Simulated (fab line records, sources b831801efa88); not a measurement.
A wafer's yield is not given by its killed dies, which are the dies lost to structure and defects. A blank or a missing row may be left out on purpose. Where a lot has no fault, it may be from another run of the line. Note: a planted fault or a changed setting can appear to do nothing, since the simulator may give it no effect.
Which tool is to blame? -- flow sky130 -- Sampling: 13 lots, 39 wafers, 5 of 708 route steps

== WHAT THE GAUGES READ, wafer by wafer ==
SKY_CONTACT_OVL_MEAS_15.
lot,measured,on,CONTACT_OVL (nm)
L710,day 32 16:58,overlay-02,10 -1 5
L711,day 33 04:31,overlay-02,-1 6 0
L712,day 33 05:28,overlay-02,-3 2 -7
L713,day 33 12:39,overlay-01,-3 -6 2
L714,day 33 21:13,overlay-01,0 3 3
L715,day 34 01:14,overlay-01,6 6 6
L716,day 34 06:47,overlay-02,-1 3 8
L718,day 34 20:37,overlay-02,10 1 7
L727,day 37 17:40,overlay-02,6 3 16
L729,day 38 12:47,overlay-01,1 -3 -2
L731,day 38 22:44,overlay-01,-1 6 1
L732,day 39 04:22,overlay-02,5 -4 3
L733,day 39 13:29,overlay-02,-1 -6 -3

SKY_VIA3_THK_MEAS_01.
lot,measured,on,VIA3_HDPCVD_THK (nm)
L710,day 39 19:46,film_metro-03,1615 1614 1631
L711,day 40 03:46,film_metro-01,1653 1650 1670
L712,day 40 06:59,film_metro-02,1631 1622 1625
L713,day 40 12:48,film_metro-01,1646 1636 1651
L714,day 40 21:27,film_metro-03,1655 1646 1650
L715,day 40 23:34,film_metro-02,1650 1637 1648
L716,day 41 03:22,film_metro-02,1617 1613 1633
L718,day 41 17:22,film_metro-01,1635 1639 760
L727,day 44 07:27,film_metro-02,1647 1627 1622
L729,day 45 01:14,film_metro-01,1643 1632 1647
L731,day 45 11:53,film_metro-02,1652 1665 1640
L732,day 45 12:55,film_metro-02,1645 1655 1637
L733,day 45 23:11,film_metro-03,1646 1663 1662

== WHAT TOOL EACH LOT RAN ON (gives the tool, then ch and the chambers of the sampled wafers, and finally the start) ==
lot,SKY_METAL1_SPUTTER_02,SKY_METAL1_ETCH_18,SKY_VIA3_HDPCVD_00
L710,"pvd_sputter-01, day 32 18:31","rie_metal-01 ch 0,1, day 33 22:42","hdpcvd-01 ch 0,1, day 39 19:35"
L711,"pvd_sputter-04, day 33 05:59","rie_metal-02 ch 0, day 34 09:57","hdpcvd-02 ch 0,1, day 40 03:35"
L712,"pvd_sputter-03, day 33 06:56","rie_metal-03 ch 0,1, day 34 11:07","hdpcvd-01 ch 0,1,2, day 40 06:49"
L713,"pvd_sputter-01, day 33 14:08","rie_metal-02 ch 0,1, day 34 17:49","hdpcvd-01 ch 0,1,2, day 40 12:37"
L714,"pvd_sputter-01, day 33 22:40","rie_metal-01 ch 0,1, day 35 01:46","hdpcvd-01 ch 0,2, day 40 21:17"
L715,"pvd_sputter-03, day 34 02:44","rie_metal-01 ch 0,1, day 35 05:49","hdpcvd-01 ch 0,1,2, day 40 23:23"
L716,"pvd_sputter-04, day 34 08:15","rie_metal-01 ch 0,1, day 35 10:34","hdpcvd-01 ch 0,1, day 41 03:12"
L718,"pvd_sputter-04, day 34 22:05","rie_metal-02 ch 0,1, day 36 00:40","hdpcvd-01 ch 0,1,2, day 41 17:12"
L727,"pvd_sputter-01, day 37 19:09","rie_metal-01 ch 0,1, day 38 21:14","hdpcvd-02 ch 1,2, day 44 07:17"
L729,"pvd_sputter-01, day 38 14:16","rie_metal-02 ch 0,1, day 39 17:00","hdpcvd-02 ch 1,2, day 45 01:03"
L731,"pvd_sputter-03, day 39 00:14","rie_metal-02 ch 0,1, day 40 02:05","hdpcvd-01 ch 0,1,2, day 45 11:43"
L732,"pvd_sputter-01, day 39 05:50","rie_metal-03 ch 0,1, day 40 07:26","hdpcvd-01 ch 0,1,2, day 45 12:47"
L733,"pvd_sputter-04, day 39 14:59","rie_metal-01 ch 0,1, day 40 16:21","hdpcvd-01 ch 1,2, day 45 23:01"
- SKY_METAL1_SPUTTER_02: material AlCu, target thk 250 nm, time 13.3 s.
- SKY_METAL1_ETCH_18: etches BARC in N2/H2, stops on SiO2, time 45.9 s, target depth 60 nm.
- SKY_VIA3_HDPCVD_00: deposits SiO2, target thk 1635 nm, time 272.5 s.

== AS READ BY THE TOOLS THEMSELVES (means over the sampled wafers that have a number; for cases with no such wafer, the mark the record gives instead) ==
SKY_METAL1_SPUTTER_02.
lot,tool,throttle_valve_pct (%)
L710,pvd_sputter-01,30.4
L711,pvd_sputter-04,30.4
L712,pvd_sputter-03,29.5
L713,pvd_sputter-01,29.2
L714,pvd_sputter-01,29.9
L715,pvd_sputter-03,29.8
L716,pvd_sputter-04,30.1
L718,pvd_sputter-04,30.2
L727,pvd_sputter-01,28.7
L729,pvd_sputter-01,30.8
L731,pvd_sputter-03,29.8
L732,pvd_sputter-01,29.6
L733,pvd_sputter-04,29.9

SKY_METAL1_ETCH_18.
lot,tool,drypump_motor_current_A (A),he_backside_leak_sccm (sccm),oes_product_au (a.u.),throttle_valve_pct (%)
L710,rie_metal-01,5.96,3.44,0.852,13.229
L711,rie_metal-02,5.91,3.38,0.858,13.225
L712,rie_metal-03,6.03,3.45,0.858,13.226
L713,rie_metal-02,5.95,3.39,0.857,13.224
L714,rie_metal-01,5.87,3.63,0.858,13.232
L715,rie_metal-01,5.87,3.68,0.856,13.226
L716,rie_metal-01,5.96,3.54,0.855,13.224
L718,rie_metal-02,5.99,3.40,0.852,13.231
L727,rie_metal-01,5.94,3.46,0.854,13.227
L729,rie_metal-02,5.95,3.46,0.857,13.224
L731,rie_metal-02,6.02,3.35,0.853,13.230
L732,rie_metal-03,6.04,3.31,0.848,13.232
L733,rie_metal-01,5.87,3.56,0.853,13.220

== THE ANSWER, worked out from the rows above alone ==
Rule: usual is defined by the lots themselves. The widest of any qualifying gaps counts: lots, ordered by their means at a reading, are off when they make up no more than a third of the lots, leave a main group of 4 or more, and stand apart from it by 3 or more times the standard deviation of that group's means. A main group is skipped when, at the precision printed for the reading in the tables above, its means are all equal. Also off: a lot with no number at a reading for which 4 or more lots have one. Any other lot the step has rows for is counted as sound. First the gauges in route order, then the tools' own readings, where a lot's mean is used as printed above. The first step at which some lot is off is used, and at that step the reading that is off furthest; a lot without a number counts as furthest.
Off: at SKY_VIA3_THK_MEAS_01 (VIA3_HDPCVD_THK), L718. Mean 1641 nm and standard deviation 13 in the main group.
If a tool, at a process step before that reading, ran all the lots that are off and no sound lot after the first of them, it fits. Those tools and the gauges at SKY_VIA3_THK_MEAS_01 are tried in the same way. Not one of the candidates tried fits.

== WHAT THE SIMULATOR HAD PUT IN ==
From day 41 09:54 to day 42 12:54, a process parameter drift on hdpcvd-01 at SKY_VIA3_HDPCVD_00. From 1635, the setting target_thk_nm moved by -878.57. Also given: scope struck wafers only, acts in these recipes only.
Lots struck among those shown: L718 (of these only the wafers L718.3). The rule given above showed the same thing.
